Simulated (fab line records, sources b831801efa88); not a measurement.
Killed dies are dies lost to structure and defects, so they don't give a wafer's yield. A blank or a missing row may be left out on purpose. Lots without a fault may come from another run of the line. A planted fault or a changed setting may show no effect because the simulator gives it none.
A struck lot beside a sound one | flow gf180mcu | 14 steps out of a route of 602
Sound: wafers L433.1, L433.4, L433.6. Struck: wafers L429.2, L429.3, L429.6. The cause comes at the end.
At each step with rows: each side's tool, then ch and its chambers, then its first start. Under that, the readings that differ: sound wafers | struck wafers | difference of the means | sigmas: that difference in standard deviations of wafers without a fault.
alike: readings whose means differ by less than 2 such deviations, and words and numbers that are the same on both sides. not compared: withheld readings, readings that some wafer has no value for, bounds like >300 that may hide the same value, and numbers for which the record gives no deviation and whose values overlap.
The two part at a step that has a row with sigmas, a row that says differs or no value, or rows on one side only. Numbers that don't overlap but have no deviation are shown without sigmas and don't part them. A reading that every wafer of one side lacks parts them only if that side has two wafers or more.

first, 6 steps without rows for these wafers: GF_M3_HMDS_08 (prime time 60 s); GF_M3_COAT_09 (resist thk 1000 nm); GF_M3_SOFTBAKE_10 (time 60 s); GF_M3_EXPOSE_11 (exposes mask Metal3, target cd 280 nm); GF_M3_PEB_12 (peb time 90 s); GF_M3_DEVELOP_13 (develop time 60 s).
GF_M3_CD_MEAS_14: target cd 280 nm.
  sound on cd_sem-01, day 26 19:31; struck on cd_sem-01, day 25 08:44
  alike: cd_nm
GF_M3_OVL_MEAS_15:
  sound on overlay-01, day 26 19:38; struck on overlay-02, day 25 08:50
  alike: M3_OVL
GF_M3_METAL_ETCH_16: etches the open film in Cl2/BCl3, stops on SiO2, target depth 627.5 nm, time 104.6 s.
  sound on rie_metal-04 ch 0,1, day 26 19:40; struck on rie_metal-03 ch 0,1, day 25 08:52
  alike: drypump_motor_current_A, oes_product_au, throttle_valve_pct
  not compared: rf_hours_counter_h
GF_M3_STRIP_17: strips in O2/N2.
  sound on plasma_asher-04 ch 0,1, day 26 19:47; struck on plasma_asher-01 ch 0,1, day 25 09:01
  reading               | sound             | struck            | difference | sigmas
  heater_power_w (W)    | 360 344 341       | 282 282 274       | -69        | -3
  oes_product_au (a.u.) | 0.554 0.551 0.548 | 0.564 0.560 0.563 | +0.011     | +2
  alike: drypump_motor_current_A, n2_flow_sccm, strip_time_to_endpoint_s
  not compared: rf_hours_counter_h
then, 2 steps without rows for these wafers: GF_M3_STRIP_18 (strips in post etch residue remover, time 1200 s); GF_M3_CLEAN_19 (cleans in DIW).
GF_V3_CVD_00: deposits SiO2, target thk 600 nm, time 100 s.
  sound on hdpcvd-01 ch 0,1,2, day 26 20:21; struck on hdpcvd-01 ch 0,2, day 25 09:34
  no value came back on the struck wafers for pressure_mtorr (mTorr), run_length_s (s); on the sound wafers pressure_mtorr (mTorr) reads 5.999 5.984 6.000
GF_PASSIVATION_PROBE_99:
  the record has rows for the sound wafers here (prober-01, day 33 08:58) and none for the struck ones

WHERE THEY PART
First at GF_M3_STRIP_17; last, within this record, at GF_PASSIVATION_PROBE_99.

WHY: what the simulator had put in
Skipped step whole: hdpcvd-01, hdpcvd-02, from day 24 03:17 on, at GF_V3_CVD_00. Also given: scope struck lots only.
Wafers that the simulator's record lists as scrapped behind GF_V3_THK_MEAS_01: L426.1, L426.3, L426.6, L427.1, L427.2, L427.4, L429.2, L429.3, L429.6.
